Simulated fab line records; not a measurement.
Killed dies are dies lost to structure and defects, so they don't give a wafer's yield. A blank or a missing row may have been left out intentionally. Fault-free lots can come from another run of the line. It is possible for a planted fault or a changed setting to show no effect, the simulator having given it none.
The tool behind it: which one? -- flow gf180mcu -- 6 lots (18 wafers sampled), 1 step of a 602-step route

WHAT EACH GAUGE READ, for each wafer
GF_STI_BOW_MEAS_00.
lot,measured,on,INCOMING_BOW (um)
L632,day 1 15:01,film metro-02,-10 3 -8
L637,day 2 16:02,film metro-03,-4 -8 2
L640,day 3 07:04,film metro-01,-8 0 -1
L645,day 4 08:00,film metro-01,-7 3 -3
L648,day 4 23:02,film metro-03,-3 -17 3
L654,day 6 05:01,film metro-01,-6 -4 -5

WHICH TOOL RAN EACH LOT (tool, then ch and the chambers of the sampled wafers, then the start)
The record shows no process step preceding these readings.

THE ANSWER, worked out from the rows above alone
Rule: usual is defined by the lots themselves. The widest of any qualifying gaps counts: lots, ordered by their means at a reading, are off when they make up no more than a third of the lots, leave a main group of 4 or more, and stand apart from it by 3 or more times the standard deviation of that group's means. A main group whose means are all the same, to the digits that the tables above print for the reading, isn't used. A lot without any number at a reading at which 4 lots or more have one is off too. Any other lot the step has rows for is counted as sound.
Across all readings shown, no lot is off: no conclusion can be drawn from this.

WHAT THE SIMULATOR HAD INSERTED
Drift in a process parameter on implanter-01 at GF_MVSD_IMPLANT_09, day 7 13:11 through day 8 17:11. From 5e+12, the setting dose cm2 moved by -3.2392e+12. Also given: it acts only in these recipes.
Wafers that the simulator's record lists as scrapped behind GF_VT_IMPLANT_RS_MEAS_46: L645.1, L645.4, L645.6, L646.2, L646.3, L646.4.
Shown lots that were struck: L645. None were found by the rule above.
